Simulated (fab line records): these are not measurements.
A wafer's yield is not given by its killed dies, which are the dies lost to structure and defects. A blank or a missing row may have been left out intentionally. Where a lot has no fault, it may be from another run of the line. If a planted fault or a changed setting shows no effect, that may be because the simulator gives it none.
fab line records + flow sky130
record:
- lots: 6
- wafers: 18
- last-day: 50
route steps=708 shown FIELD_ISO@6 PAD_OPEN@708
lots with no fault: from the same line, run without faults
start-h: start of the lot's first displayed wafer, in hours after the record's first day + wait-h: how many hours have passed since the lot's step before this one + " identical to the entry in the row above + L1.1+2: a row that stands for several wafers + - either no value or no given start + * or withheld: withheld + < > ~ a bound
route shown NAME@n: names a module that has steps shown in the file, with the first one's number in the route + usual: mean/standard deviation taken from wafers without a fault + same: alike in all rows + chamber/n: place in a boat + sites: the reading at each site + _std_site: their standard deviation + _edge_site: the outer-site mean with the inner-site mean subtracted + radius-mm: how far each site lies from the wafer's centre + mask NAME#n: copy n + behind: the last tool/chamber to shape the wafer + hold: why the lot was held/for how many hours/how that ended + device: which transistor (n, p or np) failed to switch + end of line: at the end of the route, the tests of the same wafers + a step with no rows: only its recipe + killed: dies that structure and defects cost at the first sort, which is not the same as the wafer's yield + map: shows each die of a wafer: x if killed, . if not, _ if none is there
set.NAME: the run value of the setting; set.NAME@STEP: its run value at that earlier step + model.NAME: the simulator's own value behind a step, which no gauge read
lots at selected steps of the route; one table per step, one row per wafer
services: from which hour (start-h, from the record's first day; less than 0 if before it) a tool's chamber was out of use, for how many hours, and why
== steps ==
step: SKY_FIELD_ISO_DEHYDRATE_05
recipe:
- temp-c: 200
- time-s: 60
step: SKY_FIELD_ISO_HMDS_06
recipe:
- prime-time-s: 60
- prime-temp-c: 120
step: SKY_FIELD_ISO_COAT_07
recipe:
- resist: BARC
- temp-c: withheld
- time-s: withheld
- spin-rpm: 3000
- resist-thk-nm: 60
step: SKY_FIELD_ISO_COAT_08
recipe:
- resist: KrF-thick
- spin-rpm: 2930
- resist-thk-nm: 450
step: SKY_FIELD_ISO_SOFTBAKE_09
recipe:
- temp-c: 100
- time-s: 90
- resist: KrF-thick
step: SKY_FIELD_ISO_EXPOSE_10
recipe:
- mask-id: FOM
- na: 0.68
- source-shape: annular
- sigma-inner: 0.4
- sigma-outer: 0.8
- target-cd-nm: 150
- dose-mj: 28
step: SKY_FIELD_ISO_PEB_11
recipe:
- peb-temp-c: withheld
- peb-time-s: withheld
- resist: KrF-thick
step: SKY_FIELD_ISO_DEVELOP_12
recipe:
- develop-time-s: 60
- resist: KrF-thick
- dev-temp-c: 21
step: SKY_FIELD_ISO_CD_MEAS_13
recipe:
- target-cd-nm: 150
usual:
- cd-nm: 150.3/1.5
| lot.wafer | tool      | chamber | start-h | wait-h | cd-nm |
|-----------|-----------|---------|---------|--------|-------|
| L190.2    | cd-sem-02 | -       | 54.71   | -      | 152.0 |
| L190.4    | "         | -       | "       | "      | 151.9 |
| L190.5    | "         | -       | "       | "      | 151.0 |
| L193.1    | cd-sem-02 | -       | 70.28   | -      | 150.6 |
| L193.3    | "         | -       | "       | "      | 150.5 |
| L193.4    | "         | -       | "       | "      | 150.1 |
| L203.2    | cd-sem-02 | -       | 125.11  | -      | 149.7 |
| L203.5    | "         | -       | "       | "      | 150.3 |
| L203.6    | "         | -       | "       | "      | 150.3 |
| L204.2    | cd-sem-02 | -       | 129.89  | -      | 148.0 |
| L204.3    | "         | -       | "       | "      | 149.1 |
| L204.6    | "         | -       | "       | "      | 148.1 |
| L205.1    | cd-sem-02 | -       | 133.14  | -      | 151.1 |
| L205.2    | "         | -       | "       | "      | 153.9 |
| L205.4    | "         | -       | "       | "      | 153.2 |
| L206.1    | cd-sem-02 | -       | 138.59  | -      | 150.8 |
| L206.2    | "         | -       | "       | "      | 149.6 |
| L206.5    | "         | -       | "       | "      | 150.8 |
step: SKY_FIELD_ISO_ETCH_14
recipe:
- chemistry: N2/H2
- target: BARC
- ion-energy-ev: 200
- source-w: 500
- bias-w: 100
- pressure-mtorr: 30
- n2-flow-sccm: 100
- h2-flow-sccm: 200
- stop-on: SiO2
- time-s: 45.9
- target-depth-a: 600
usual:
- drypump-motor-current-A: 5.5/0.38
- oes-product-au: 0.855/0.0053
- rf-fwd-power-W: 494.8/2.1
- throttle-valve-pct: 13.225/0.0097
| lot.wafer | tool        | chamber | start-h | wait-h | drypump-motor-current-A | oes-product-au | rf-fwd-power-W | rf-hours-counter-h | throttle-valve-pct |
|-----------|-------------|---------|---------|--------|-------------------------|----------------|----------------|--------------------|--------------------|
| L190.2    | rie-diel-04 | 1       | 54.81   | 0.1    | 5.8                     | 0.847          | 495.5          | 121                | 13.242             |
| L190.4    | "           | 0       | "       | "      | 5.0                     | 0.852          | 494.5          | 0                  | 13.226             |
| L190.5    | "           | 3       | "       | "      | 5.0                     | 0.856          | 492.2          | -                  | 13.218             |
| L193.1    | rie-diel-03 | 1       | 70.40   | 0.1    | 5.4                     | 0.847          | 491.8          | 94                 | 13.232             |
| L193.3    | "           | 2       | "       | "      | 5.1                     | 0.861          | 493.0          | 6                  | 13.224             |
| L193.4    | "           | 0       | "       | "      | 6.0                     | 0.855          | 496.7          | 11                 | 13.217             |
| L203.2    | rie-diel-04 | 1       | 125.21  | 0.1    | 5.7                     | 0.852          | 495.8          | 123                | 13.219             |
| L203.5    | "           | 0       | "       | "      | 5.0                     | 0.846          | 496.5          | -                  | 13.226             |
| L203.6    | "           | 3       | "       | "      | 5.0                     | 0.857          | 491.2          | -                  | 13.218             |
| L204.2    | rie-diel-03 | 1       | 129.99  | 0.1    | 5.4                     | 0.858          | 495.0          | 96                 | 13.225             |
| L204.3    | "           | 2       | "       | "      | 5.1                     | 0.847          | 492.0          | 8                  | 13.219             |
| L204.6    | "           | 0       | "       | "      | 6.0                     | 0.846          | 489.2          | -                  | 13.223             |
| L205.1    | rie-diel-03 | 2       | 133.26  | 0.1    | 5.1                     | 0.853          | 494.0          | 8                  | 13.209             |
| L205.2    | "           | 0       | "       | "      | 5.9                     | 0.853          | 493.4          | 12                 | 13.236             |
| L205.4    | "           | 3       | "       | "      | 5.4                     | 0.857          | 497.0          | 132                | 13.230             |
| L206.1    | rie-diel-03 | 0       | 138.71  | 0.1    | 5.9                     | 0.861          | 494.2          | 12                 | 13.221             |
| L206.2    | "           | 2       | "       | "      | 5.1                     | 0.851          | 493.4          | 8                  | 13.227             |
| L206.5    | "           | 0       | "       | "      | 5.9                     | 0.862          | 493.7          | -                  | 13.232             |
step: SKY_FIELD_ISO_ETCH_15
recipe:
- chemistry: CHF3/O2
- target-depth-nm: 180
- stop-on: Si
- source-w: 600
- bias-w: 200
- pressure-mtorr: 40
- chf3-flow-sccm: 50
- O2_flow_sccm: 5
- time-s: 72
usual:
- drypump-motor-current-A: 5.5/0.38
- oes-product-au: 0.942/0.0075
- rf-fwd-power-W: 595.6/2.3
- throttle-valve-pct: 8.844/0.0089
| lot.wafer | tool        | chamber | start-h | wait-h | drypump-motor-current-A | oes-product-au | rf-fwd-power-W | rf-hours-counter-h | throttle-valve-pct |
|-----------|-------------|---------|---------|--------|-------------------------|----------------|----------------|--------------------|--------------------|
| L190.2    | rie-diel-04 | 1       | 54.85   | 0.0    | 5.7                     | 0.947          | 597.2          | 121                | 8.850              |
| L190.4    | "           | 0       | "       | "      | 5.0                     | 0.948          | 596.5          | 0                  | 8.866              |
| L190.5    | "           | 3       | "       | "      | 5.0                     | 0.956          | 592.6          | -                  | 8.842              |
| L193.1    | rie-diel-03 | 1       | 70.44   | 0.0    | 5.4                     | 0.945          | 596.8          | 94                 | 8.836              |
| L193.3    | "           | 2       | "       | "      | 5.1                     | 0.943          | 595.8          | 7                  | 8.840              |
| L193.4    | "           | 0       | "       | "      | 5.9                     | 0.925          | 591.5          | 11                 | 8.836              |
| L203.2    | rie-diel-04 | 1       | 125.25  | 0.0    | 5.8                     | 0.927          | 599.8          | 123                | 8.838              |
| L203.5    | "           | 0       | "       | "      | 5.0                     | 0.935          | 594.2          | -                  | 8.849              |
| L203.6    | "           | 3       | "       | "      | 5.0                     | 0.939          | 596.4          | -                  | 8.839              |
| L204.2    | rie-diel-03 | 1       | 130.04  | 0.0    | 5.4                     | 0.943          | 598.5          | 96                 | 8.840              |
| L204.3    | "           | 2       | "       | "      | 5.1                     | 0.936          | 591.2          | 8                  | 8.846              |
| L204.6    | "           | 0       | "       | "      | 5.9                     | 0.948          | 593.8          | -                  | 8.856              |
| L205.1    | rie-diel-03 | 2       | 133.30  | 0.0    | 5.1                     | 0.941          | 594.7          | 8                  | 8.842              |
| L205.2    | "           | 0       | "       | "      | 5.9                     | 0.939          | 595.5          | 12                 | 8.837              |
| L205.4    | "           | 3       | "       | "      | 5.3                     | 0.940          | 597.4          | 132                | 8.851              |
| L206.1    | rie-diel-03 | 0       | 138.75  | 0.0    | 5.9                     | 0.953          | 598.0          | 12                 | 8.841              |
| L206.2    | "           | 2       | "       | "      | 5.1                     | 0.942          | 592.4          | 8                  | 8.863              |
| L206.5    | "           | 0       | "       | "      | 5.9                     | 0.949          | 596.2          | -                  | 8.826              |
step: SKY_FIELD_ISO_STRIP_16
recipe:
- chemistry: O2/N2
- power-w: 1400
- pressure-mtorr: 1500
- platen-temp-c: withheld
- o2-flow-sccm: 3000
- n2-flow-sccm: 300
- overash-fraction: 0.5
usual:
- drypump-motor-current-A: 5.8/0.44
- oes-product-au: 0.380/0.0044
- strip-time-to-endpoint-s: 3.61/0.036
| lot.wafer | tool            | chamber | start-h | wait-h | drypump-motor-current-A | oes-product-au | rf-hours-counter-h | strip-time-to-endpoint-s |
|-----------|-----------------|---------|---------|--------|-------------------------|----------------|--------------------|--------------------------|
| L190.2    | plasma-asher-03 | 1       | 54.91   | 0.0    | 5.9                     | 0.384          | 36                 | 3.64                     |
| L190.4    | "               | 1       | "       | "      | 5.9                     | 0.382          | -                  | 3.64                     |
| L190.5    | "               | 1       | "       | "      | 5.9                     | 0.383          | -                  | 3.60                     |
| L193.1    | plasma-asher-04 | 1       | 70.49   | 0.0    | 5.6                     | 0.381          | 36                 | 3.61                     |
| L193.3    | "               | 0       | "       | "      | 6.2                     | 0.382          | -                  | 3.55                     |
| L193.4    | "               | 1       | "       | "      | 5.5                     | 0.382          | -                  | 3.66                     |
| L203.2    | plasma-asher-02 | 1       | 125.31  | 0.0    | 5.2                     | 0.377          | 32                 | 3.63                     |
| L203.5    | "               | 1       | "       | "      | 5.2                     | 0.378          | -                  | 3.65                     |
| L203.6    | "               | 0       | "       | "      | 5.2                     | 0.380          | -                  | 3.61                     |
| L204.2    | plasma-asher-03 | 1       | 130.09  | 0.0    | 5.9                     | 0.380          | 43                 | 3.61                     |
| L204.3    | "               | 1       | "       | "      | 5.9                     | 0.385          | -                  | 3.55                     |
| L204.6    | "               | 0       | "       | "      | 6.3                     | 0.381          | -                  | 3.63                     |
| L205.1    | plasma-asher-04 | 0       | 133.36  | 0.0    | 6.2                     | 0.386          | 43                 | 3.57                     |
| L205.2    | "               | 1       | "       | "      | 5.5                     | 0.378          | 43                 | 3.63                     |
| L205.4    | "               | 1       | "       | "      | 5.6                     | 0.387          | -                  | 3.59                     |
| L206.1    | plasma-asher-03 | 1       | 138.81  | 0.0    | 5.9                     | 0.383          | 44                 | 3.65                     |
| L206.2    | "               | 0       | "       | "      | 6.3                     | 0.369          | 44                 | 3.56                     |
| L206.5    | "               | 1       | "       | "      | 5.9                     | 0.381          | -                  | 3.64                     |
step: SKY_FIELD_ISO_ETCH_17
recipe:
- target-depth-a: 3420
- mask-material: Si3N4
- chemistry: HBr/Cl2/O2
- target: Si
- taper-deg: 5
- icp-w: 600
- bias-w: 150
- pressure-mtorr: 15
- HBr_flow_sccm: 150
- Cl2_flow_sccm: 40
- O2_flow_sccm: 6
- time-s: 97.7
usual:
- drypump-motor-current-A: 5.6/0.35
- oes-product-au: 0.999/0.011
- rf-fwd-power-W: 596.5/1.8
- throttle-valve-pct: 25.659/0.01
| lot.wafer | tool      | chamber | start-h | wait-h | drypump-motor-current-A | oes-product-au | rf-fwd-power-W | rf-hours-counter-h | throttle-valve-pct | model.FIELD_ISO.feature-depth-nm | model.etch.depth-nm | model.Si3N4_of_FIELD_ISO_CVD_03.thk-nm |
|-----------|-----------|---------|---------|--------|-------------------------|----------------|----------------|--------------------|--------------------|----------------------------------|---------------------|----------------------------------------|
| L190.2    | rie-si-02 | 2       | 55.01   | 0.1    | 6.3                     | 0.995          | 597.0          | 68                 | 25.671             | 341.5                            | 341.5               | 149.3                                  |
| L190.4    | "         | 3       | "       | "      | 5.9                     | 1.026          | 594.6          | 78                 | 25.639             | 355.8                            | 355.8               | 149.5                                  |
| L190.5    | "         | 3       | "       | "      | 5.9                     | 1.016          | 594.8          | -                  | 25.653             | 352.1                            | 352.1               | 150.6                                  |
| L193.1    | rie-si-02 | 1       | 70.59   | 0.1    | 5.8                     | 0.999          | 594.9          | 108                | 25.664             | 340.7                            | 340.7               | 148.6                                  |
| L193.3    | "         | 3       | "       | "      | 5.9                     | 1.020          | 596.5          | 79                 | 25.652             | 350.2                            | 350.2               | 149.2                                  |
| L193.4    | "         | 2       | "       | "      | 6.3                     | 1.004          | 596.1          | 68                 | 25.651             | 342.8                            | 342.8               | 148.1                                  |
| L203.2    | rie-si-02 | 3       | 125.41  | 0.1    | 5.9                     | 0.901          | 596.1          | 79                 | 25.720             | 289.3                            | 289.3               | 149.7                                  |
| L203.5    | "         | 0       | "       | "      | 5.4                     | 0.873          | 596.7          | -                  | 25.737             | 281.6                            | 281.6               | 150.2                                  |
| L203.6    | "         | 1       | "       | "      | 5.8                     | 0.889          | 594.4          | -                  | 25.752             | 285.3                            | 285.3               | 150                                    |
| L204.2    | rie-si-02 | 1       | 130.19  | 0.1    | 5.8                     | 0.900          | 596.3          | 108                | 25.712             | 289.8                            | 289.8               | 151.8                                  |
| L204.3    | "         | 3       | "       | "      | 5.9                     | 0.910          | 597.0          | 79                 | 25.721             | 293.7                            | 293.7               | 151.6                                  |
| L204.6    | "         | 0       | "       | "      | 5.4                     | 0.901          | 595.4          | -                  | 25.733             | 284.7                            | 284.7               | 151                                    |
| L205.1    | rie-si-01 | 0       | 133.46  | 0.1    | 5.5                     | 1.011          | 598.8          | 112                | 25.659             | 346                              | 346                 | 149.6                                  |
| L205.2    | "         | 2       | "       | "      | 5.6                     | 1.006          | 599.1          | 0                  | 25.648             | 347.3                            | 347.3               | 148.5                                  |
| L205.4    | "         | 0       | "       | "      | 5.5                     | 1.009          | 599.3          | -                  | 25.649             | 344.1                            | 344.1               | 148.8                                  |
| L206.1    | rie-si-01 | 2       | 138.91  | 0.1    | 5.5                     | 1.007          | 593.6          | 0                  | 25.659             | 347                              | 347                 | 149.8                                  |
| L206.2    | "         | 0       | "       | "      | 5.5                     | 1.001          | 595.8          | 112                | 25.676             | 343                              | 343                 | 149.6                                  |
| L206.5    | "         | 2       | "       | "      | 5.6                     | 1.007          | 594.3          | -                  | 25.652             | 345.2                            | 345.2               | 149.9                                  |
step: SKY_FIELD_ISO_WET_ETCH_18
recipe:
- chemistry: H3PO4
- target-depth-nm: 25
- temp-c: 160
- target: Si3N4
- time-s: 281.1
step: SKY_PAD_OPEN_PROBE_99
usual:
- killed_at_M0_to_M3: 43/7.7
- killed_at_M4_up: 3.4/1.9
- killed-at-contacts: 25/5.6
- killed-at-front-end: 14/4.3
- killed-at-other: 0.2/0.5
- killed-dies: 86/10
- killed-open: 47/7.2
- killed-short: 39/6.7
same:
- gross-dies: 492
- killed-at-back-side: 0
| lot.wafer | tool      | chamber | start-h | wait-h | killed_at_M0_to_M3 | killed_at_M4_up | killed-at-contacts | killed-at-front-end | killed-at-other | killed-dies | killed-open | killed-short | model.etest.res_p_drift_20v.line-ohm-um | model.etest.res_p_drift_20v.rs-ohm-sq | model.etest.pfet_16v.r-on-ohm-um | model.etest.res-iso-pwell.rs-ohm-sq | model.etest.res-iso-pwell.line-ohm-um | model.etest.res-nwell.line-ohm-um | model.etest.res-nwell.rs-ohm-sq | model.etest.pfet_16v.drive-ua-um |
|-----------|-----------|---------|---------|--------|--------------------|-----------------|--------------------|---------------------|-----------------|-------------|-------------|--------------|-----------------------------------------|---------------------------------------|----------------------------------|-------------------------------------|---------------------------------------|-----------------------------------|---------------------------------|----------------------------------|
| L190.2    | prober-01 | -       | 1109.16 | 0.1    | 50                 | 3               | 14                 | 18                  | 0               | 85          | 41          | 44           | 1.058e+04                               | 8790                                  | 1.501e+04                        | 3016                                | 1130                                  | 1122                              | 932.1                           | 249.1                            |
| L190.4    | prober-01 | -       | 1109.26 | 0.2    | 45                 | 5               | 28                 | 15                  | 0               | 93          | 57          | 36           | 1.123e+04                               | 9480                                  | 1.56e+04                         | 3342                                | 1267                                  | 1168                              | 969.2                           | 243                              |
| L190.5    | prober-01 | -       | 1109.31 | 0.2    | 49                 | 2               | 23                 | 13                  | 0               | 87          | 49          | 38           | 1.119e+04                               | 9310                                  | 1.562e+04                        | 3319                                | 1280                                  | 1167                              | 971.3                           | 243.3                            |
| L193.1    | prober-02 | -       | 1129.54 | 0.1    | 37                 | 2               | 16                 | 13                  | 1               | 69          | 35          | 34           | 1.041e+04                               | 8741                                  | 1.533e+04                        | 3393                                | 1274                                  | 1095                              | 921.1                           | 247.2                            |
| L193.3    | prober-02 | -       | 1129.64 | 0.2    | 40                 | 4               | 25                 | 13                  | 0               | 82          | 57          | 25           | 1.123e+04                               | 9372                                  | 1.609e+04                        | 3793                                | 1439                                  | 1109                              | 963.5                           | 235.4                            |
| L193.4    | prober-02 | -       | 1129.69 | 0.2    | 30                 | 5               | 23                 | 9                   | 0               | 67          | 36          | 31           | 1.054e+04                               | 8779                                  | 1.526e+04                        | 3437                                | 1294                                  | 1070                              | 924.4                           | 245.6                            |
| L203.2    | prober-02 | -       | 1185.26 | 0.1    | 27                 | 5               | 34                 | 13                  | 0               | 79          | 45          | 34           | 8886                                    | 7443                                  | 1.359e+04                        | 2333                                | 866                                   | 1040                              | 853                             | 260.6                            |
| L203.5    | prober-02 | -       | 1185.41 | 0.2    | 37                 | 2               | 37                 | 15                  | 1               | 92          | 56          | 36           | 8694                                    | 7269                                  | 1.353e+04                        | 2248                                | 857.3                                 | 1014                              | 835.6                           | 261.4                            |
| L203.6    | prober-02 | -       | 1185.46 | 0.2    | 32                 | 2               | 29                 | 18                  | 0               | 81          | 43          | 38           | 8854                                    | 7347                                  | 1.34e+04                         | 2303                                | 842.4                                 | 1030                              | 841.9                           | 261.7                            |
| L204.2    | prober-01 | -       | 1186.31 | 0.1    | 43                 | 10              | 23                 | 9                   | 1               | 86          | 51          | 35           | 9312                                    | 7700                                  | 1.374e+04                        | 2204                                | 814.7                                 | 1026                              | 843                             | 258.3                            |
| L204.3    | prober-01 | -       | 1186.36 | 0.2    | 51                 | 7               | 21                 | 15                  | 0               | 94          | 45          | 49           | 9508                                    | 7848                                  | 1.398e+04                        | 2218                                | 829.2                                 | 1021                              | 847.9                           | 257.6                            |
| L204.6    | prober-01 | -       | 1186.51 | 0.2    | 48                 | 3               | 23                 | 19                  | 0               | 93          | 59          | 34           | 9137                                    | 7578                                  | 1.371e+04                        | 2147                                | 807.8                                 | 1009                              | 826.5                           | 258.7                            |
| L205.1    | prober-02 | -       | 1189.35 | 0.1    | 50                 | 5               | 28                 | 12                  | 0               | 95          | 47          | 48           | 1.172e+04                               | 9698                                  | 1.54e+04                         | 3019                                | 1130                                  | 1152                              | 971.5                           | 239.7                            |
| L205.2    | prober-02 | -       | 1189.40 | 0.1    | 45                 | 2               | 29                 | 11                  | 0               | 87          | 46          | 41           | 1.175e+04                               | 9698                                  | 1.527e+04                        | 3014                                | 1137                                  | 1144                              | 958.4                           | 242.8                            |
| L205.4    | prober-02 | -       | 1189.50 | 0.2    | 48                 | 5               | 26                 | 8                   | 1               | 88          | 46          | 42           | 1.142e+04                               | 9623                                  | 1.532e+04                        | 2964                                | 1134                                  | 1151                              | 955.9                           | 241.1                            |
| L206.1    | prober-01 | -       | 1191.57 | 0.1    | 31                 | 7               | 23                 | 16                  | 1               | 78          | 42          | 36           | 1.172e+04                               | 9688                                  | 1.544e+04                        | 3283                                | 1226                                  | 1099                              | 948.4                           | 243.3                            |
| L206.2    | prober-01 | -       | 1191.62 | 0.1    | 38                 | 3               | 33                 | 18                  | 1               | 93          | 49          | 44           | 1.148e+04                               | 9429                                  | 1.512e+04                        | 3170                                | 1187                                  | 1103                              | 919.8                           | 248.7                            |
| L206.5    | prober-01 | -       | 1191.77 | 0.2    | 44                 | 4               | 20                 | 12                  | 1               | 81          | 41          | 40           | 1.15e+04                                | 9547                                  | 1.506e+04                        | 3186                                | 1200                                  | 1110                              | 929.6                           | 248                              |
killed by level:class
L190.2 VIA2:geometric-particle:open=8 VIA1:geometric-particle:open=8 FIELD_ISO:geometric-particle:open=6 METAL1:geometric-particle:short=6 METAL3:geometric-particle:short=6 VIA3:geometric-particle:short=5 POLY_GATE:geometric-particle:open=5 METAL2:geometric-particle:short=5
L190.4 VIA1:geometric-particle:open=15 CONTACT:geometric-particle:open=12 VIA3:geometric-particle:open=10 FIELD_ISO:geometric-particle:short=7 VIA2:geometric-particle:open=7 LI_CONTACT:geometric-particle:open=6 LI_CONTACT:geometric-particle:short=5 POLY_GATE:geometric-particle:open=4
L190.5 VIA1:geometric-particle:open=10 VIA3:geometric-particle:open=10 VIA2:geometric-particle:open=7 VIA2:geometric-particle:short=6 CONTACT:geometric-particle:open=6 LOCAL_INTERCONNECT:geometric-particle:short=5 LI_CONTACT:geometric-particle:open=4 METAL1:geometric-particle:short=4
L193.1 VIA1:geometric-particle:open=11 FIELD_ISO:geometric-particle:short=5 METAL2:geometric-particle:short=5 LI_CONTACT:geometric-particle:open=5 METAL1:geometric-particle:short=5 CONTACT:geometric-particle:open=5 VIA3:geometric-particle:open=5 VIA1:geometric-particle:short=4
L193.3 VIA1:geometric-particle:open=18 CONTACT:geometric-particle:open=9 LI_CONTACT:geometric-particle:open=6 FIELD_ISO:geometric-particle:open=5 VIA2:geometric-particle:open=4 LOCAL_INTERCONNECT:geometric-particle:short=4 METAL1:geometric-particle:short=4 FIELD_ISO:geometric-particle:short=3
L193.4 VIA1:geometric-particle:open=9 LI_CONTACT:geometric-particle:open=6 METAL4:geometric-particle:short=5 LOCAL_INTERCONNECT:geometric-particle:short=5 CONTACT:geometric-particle:open=5 FIELD_ISO:geometric-particle:open=4 VIA3:geometric-particle:open=4 CONTACT:geometric-particle:short=4
L203.2 LI_CONTACT:geometric-particle:open=11 VIA1:geometric-particle:open=10 CONTACT:geometric-particle:short=7 CONTACT:geometric-particle:open=7 LOCAL_INTERCONNECT:geometric-particle:short=6 FIELD_ISO:geometric-particle:short=4 VIA2:geometric-particle:open=4 METAL2:geometric-particle:short=4
L203.5 CONTACT:geometric-particle:open=12 VIA1:geometric-particle:open=10 LI_CONTACT:geometric-particle:open=10 CONTACT:geometric-particle:short=7 VIA2:geometric-particle:open=6 FIELD_ISO:geometric-particle:open=4 LOCAL_INTERCONNECT:geometric-particle:short=4 METAL1:geometric-particle:short=4
L203.6 CONTACT:geometric-particle:open=10 CONTACT:geometric-particle:short=8 VIA1:geometric-particle:open=8 LI_CONTACT:geometric-particle:open=7 FIELD_ISO:geometric-particle:short=6 VIA2:geometric-particle:open=6 FIELD_ISO:geometric-particle:open=5 VIA3:geometric-particle:short=4
L204.2 CONTACT:geometric-particle:open=11 VIA1:geometric-particle:open=11 METAL4:geometric-particle:short=8 VIA2:geometric-particle:open=6 VIA3:geometric-particle:open=6 METAL1:geometric-particle:short=5 METAL2:geometric-particle:short=5 LI_CONTACT:geometric-particle:open=4
L204.3 METAL2:geometric-particle:short=10 LI_CONTACT:geometric-particle:open=8 VIA3:geometric-particle:open=8 CONTACT:geometric-particle:open=7 VIA1:geometric-particle:short=7 VIA1:geometric-particle:open=6 FIELD_ISO:geometric-particle:short=5 VIA2:geometric-particle:short=5
L204.6 VIA1:geometric-particle:open=13 VIA2:geometric-particle:open=9 CONTACT:geometric-particle:open=8 FIELD_ISO:geometric-particle:open=6 LI_CONTACT:geometric-particle:open=6 CONTACT:geometric-particle:short=6 VIA1:geometric-particle:short=6 VIA3:geometric-particle:open=5
L205.1 VIA1:geometric-particle:open=12 CONTACT:geometric-particle:open=12 CONTACT:geometric-particle:short=9 VIA1:geometric-particle:short=8 VIA2:geometric-particle:short=8 METAL2:geometric-particle:short=6 FIELD_ISO:geometric-particle:open=5 VIA2:geometric-particle:open=4
L205.2 VIA1:geometric-particle:open=11 CONTACT:geometric-particle:open=10 LI_CONTACT:geometric-particle:open=8 VIA2:geometric-particle:open=7 METAL2:geometric-particle:short=6 VIA2:geometric-particle:short=6 LOCAL_INTERCONNECT:geometric-particle:short=5 METAL1:geometric-particle:short=5
L205.4 VIA1:geometric-particle:open=10 CONTACT:geometric-particle:open=9 CONTACT:geometric-particle:short=8 VIA2:geometric-particle:open=8 VIA3:geometric-particle:open=7 VIA1:geometric-particle:short=5 VIA2:geometric-particle:short=4 FIELD_ISO:geometric-particle:open=3
L206.1 CONTACT:geometric-particle:open=8 VIA1:geometric-particle:open=8 VIA2:geometric-particle:open=8 FIELD_ISO:geometric-particle:open=4 FIELD_ISO:geometric-particle:short=4 POLY_GATE:geometric-particle:short=4 POLY_GATE:geometric-particle:open=4 LI_CONTACT:geometric-particle:short=4
L206.2 CONTACT:geometric-particle:open=16 VIA1:geometric-particle:open=8 METAL1:geometric-particle:short=6 VIA2:geometric-particle:short=6 VIA2:geometric-particle:open=6 FIELD_ISO:geometric-particle:open=5 LI_CONTACT:geometric-particle:open=5 LOCAL_INTERCONNECT:geometric-particle:short=5
L206.5 CONTACT:geometric-particle:open=8 VIA2:geometric-particle:open=8 VIA3:geometric-particle:open=8 CONTACT:geometric-particle:short=6 METAL2:geometric-particle:short=6 VIA1:geometric-particle:open=5 FIELD_ISO:geometric-particle:short=4 FIELD_ISO:geometric-particle:open=4
== services ==
| tool            | chamber | start-h | hours | kind           |
|-----------------|---------|---------|-------|----------------|
| rie-diel-03     | -       | 69.10   | 0.2   | repair         |
| plasma-asher-03 | -       | 73.73   | 0.5   | repair         |
| rie-si-01       | 2       | 78.94   | -     | clean          |
| rie-si-01       | 2       | 78.94   | 21.2  | scheduled-down |
| rie-si-01       | 2       | 78.94   | 21.2  | vent-cycle     |
| rie-diel-04     | 3       | 82.22   | 10.9  | repair         |
| rie-diel-04     | 2       | 93.08   | -     | clean          |
| rie-diel-04     | 2       | 93.08   | 24.7  | scheduled-down |
| rie-diel-04     | 2       | 93.08   | 24.7  | vent-cycle     |
| rie-si-02       | 1       | 110.15  | 6.8   | repair         |
| rie-si-01       | 3       | 133.07  | 6.7   | repair         |
| rie-diel-03     | 1       | 135.22  | 7.4   | repair         |
== key ==
first-sign:
- step: SKY_FIELD_ISO_ETCH_17
- reading: oes-product-au
- direction: down
- sigmas: 9.4
- usual: 0.999
- struck: 0.896
effect:
- step: SKY_FIELD_ISO_ETCH_17
- reading: throttle-valve-pct
- direction: up
- sigmas: 6.8
- usual: 25.659
- struck: 25.729
model-effect:
- step: SKY_FIELD_ISO_ETCH_17
- value: FIELD_ISO.feature-depth-nm
- without: 340
- struck: 287.4
model-effect:
- step: SKY_PAD_OPEN_PROBE_99
- value: etest.res_p_drift_20v.line-ohm-um
- without: 1.137e+04
- struck: 9065
met-at SKY_FIELD_ISO_ETCH_17
struck-wafers L203.2,L203.5,L203.6,L204.2,L204.3,L204.6
tester-left-out L203,L204
onset-between 70.59 125.41
fault:
- kind: process-parameter-drift
- tool: rie-si-02
- chamber: -
- onset-h: 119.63
- steps: SKY_FIELD_ISO_ETCH_17
- channel: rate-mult
- offset: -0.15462
- shape: step
- end-h: 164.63
tester-left-out: of these lots the tester's yield and bins aren't shown, on N5 and GAA mostly nor the transistor test; their killed dies are dies lost to structure and defects alone, not to doping, threshold or leakage, so they don't give the yield
